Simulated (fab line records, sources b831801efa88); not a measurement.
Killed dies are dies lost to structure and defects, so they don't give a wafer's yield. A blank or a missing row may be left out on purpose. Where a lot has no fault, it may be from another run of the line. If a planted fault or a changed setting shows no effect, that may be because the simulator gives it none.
Shared-tool check :: flow gf180mcu :: 42 wafers sampled across 13 lots

WHY THIS WAS OPENED
Of 13 lots, 1 have the reading MVPSD_TW flagged at GF_MVPSD_TW_MEAS_11. Wafers without a fault read 551, standard deviation 3.
Rule: a lot is flagged in two cases, either no wafer of it has a number, or all its wafers with numbers fall more than 4 standard deviations from that mean. As for the other lots, they are considered sound.

lot: L692
measured: day 5 00:01
on: filmMetro-02
MVPSD_TW, wafer by wafer: 555 551 553
flag: 

lot: L693
measured: day 5 05:40
on: filmMetro-01
MVPSD_TW, wafer by wafer: 549 549 549
flag: 

lot: L696
measured: day 6 01:35
on: filmMetro-02
MVPSD_TW, wafer by wafer: 550 554 555
flag: 

lot: L697
measured: day 6 05:50
on: filmMetro-04
MVPSD_TW, wafer by wafer: 551 552 551
flag: 

lot: L701
measured: day 7 18:13
on: filmMetro-01
MVPSD_TW, wafer by wafer: 551 550 551
flag: 

lot: L705
measured: day 8 15:41
on: filmMetro-04
MVPSD_TW, wafer by wafer: 30 30 30 30 30 30
flag: FLAGGED

lot: L707
measured: day 8 16:16
on: filmMetro-01
MVPSD_TW, wafer by wafer: 550 550 549
flag: 

lot: L708
measured: day 9 02:02
on: filmMetro-01
MVPSD_TW, wafer by wafer: 549 548 550
flag: 

lot: L709
measured: day 9 14:33
on: filmMetro-04
MVPSD_TW, wafer by wafer: 555 557 555
flag: 

lot: L711
measured: day 10 03:36
on: filmMetro-02
MVPSD_TW, wafer by wafer: 557 555 556
flag: 

lot: L713
measured: day 10 07:04
on: filmMetro-01
MVPSD_TW, wafer by wafer: 550 550 549
flag: 

lot: L714
measured: day 10 13:26
on: filmMetro-01
MVPSD_TW, wafer by wafer: 547 547 550
flag: 

lot: L715
measured: day 10 20:13
on: filmMetro-04
MVPSD_TW, wafer by wafer: 555 557 555
flag: 
The numbers of the flagged lots are 30 on average: -521 against the usual, or -99 or more standard deviations.

TOOL THAT RAN EACH LOT
The record holds 1 process step before the reading, out of a route of 602 steps. In each cell: the tool, then ch and the chambers that the sampled wafers went through, then the start.
lot: L692
flag: 
GF_MVPSD_EXPOSE_04: ilineStepper-02 ch 0, day 4 17:03

lot: L693
flag: 
GF_MVPSD_EXPOSE_04: ilineStepper-02 ch 0, day 4 23:07

lot: L696
flag: 
GF_MVPSD_EXPOSE_04: ilineStepper-02 ch 0, day 5 18:10

lot: L697
flag: 
GF_MVPSD_EXPOSE_04: ilineStepper-02 ch 0, day 5 22:12

lot: L701
flag: 
GF_MVPSD_EXPOSE_04: ilineStepper-01 ch 0, day 7 10:39

lot: L705
flag: FLAGGED
GF_MVPSD_EXPOSE_04: ilineStepper-01 ch 0, day 8 07:20

lot: L707
flag: 
GF_MVPSD_EXPOSE_04: ilineStepper-02 ch 0, day 8 07:47

lot: L708
flag: 
GF_MVPSD_EXPOSE_04: ilineStepper-01 ch 0, day 8 17:31

lot: L709
flag: 
GF_MVPSD_EXPOSE_04: ilineStepper-01 ch 0, day 9 06:00

lot: L711
flag: 
GF_MVPSD_EXPOSE_04: ilineStepper-01 ch 0, day 9 18:33

lot: L713
flag: 
GF_MVPSD_EXPOSE_04: ilineStepper-02 ch 0, day 9 21:52

lot: L714
flag: 
GF_MVPSD_EXPOSE_04: ilineStepper-02 ch 0, day 10 04:14

lot: L715
flag: 
GF_MVPSD_EXPOSE_04: ilineStepper-01 ch 0, day 10 10:49
What is done by these steps:
- GF_MVPSD_EXPOSE_04: exposes mask MVPSD, target cd 1000 nm.
- GF_MVPSD_TW_MEAS_11

FLAGGED OVER TOTAL, TOOL BY TOOL (the gauges that took the reading come last)
step: GF_MVPSD_EXPOSE_04
tool: ilineStepper-01
lots run: 6
flagged: 1
share of the flagged lots: all
sound lots run after its first flagged lot: 4 (L708,L709,L711,L715)

step: GF_MVPSD_EXPOSE_04
tool: ilineStepper-02
lots run: 7
flagged: 0
share of the flagged lots: none
sound lots run after its first flagged lot: -

step: GF_MVPSD_TW_MEAS_11
tool: filmMetro-01
lots run: 6
flagged: 0
share of the flagged lots: none
sound lots run after its first flagged lot: -

step: GF_MVPSD_TW_MEAS_11
tool: filmMetro-02
lots run: 3
flagged: 0
share of the flagged lots: none
sound lots run after its first flagged lot: -

step: GF_MVPSD_TW_MEAS_11
tool: filmMetro-04
lots run: 4
flagged: 1
share of the flagged lots: all
sound lots run after its first flagged lot: 2 (L709,L715)

THE TABLE: WHAT IT ALLOWS
2 rows of the table ran every flagged lot: ilineStepper-01 at GF_MVPSD_EXPOSE_04, filmMetro-04 at GF_MVPSD_TW_MEAS_11.
- ilineStepper-01 at GF_MVPSD_EXPOSE_04 ran 6 lots, 1 of them flagged. Lots that were sound ran on it after the first flagged one (L708, L709, L711, L715); a persistent fault on the entire tool would not allow that.
- filmMetro-04 at GF_MVPSD_TW_MEAS_11 ran 4 lots, 1 of them flagged. Lots that were sound ran on it after the first flagged one (L709, L715); a persistent fault on the entire tool would not allow that.
There is no row in the table that ran each flagged lot and no sound lot after the first.

WHAT THE SIMULATOR HAD PUT IN
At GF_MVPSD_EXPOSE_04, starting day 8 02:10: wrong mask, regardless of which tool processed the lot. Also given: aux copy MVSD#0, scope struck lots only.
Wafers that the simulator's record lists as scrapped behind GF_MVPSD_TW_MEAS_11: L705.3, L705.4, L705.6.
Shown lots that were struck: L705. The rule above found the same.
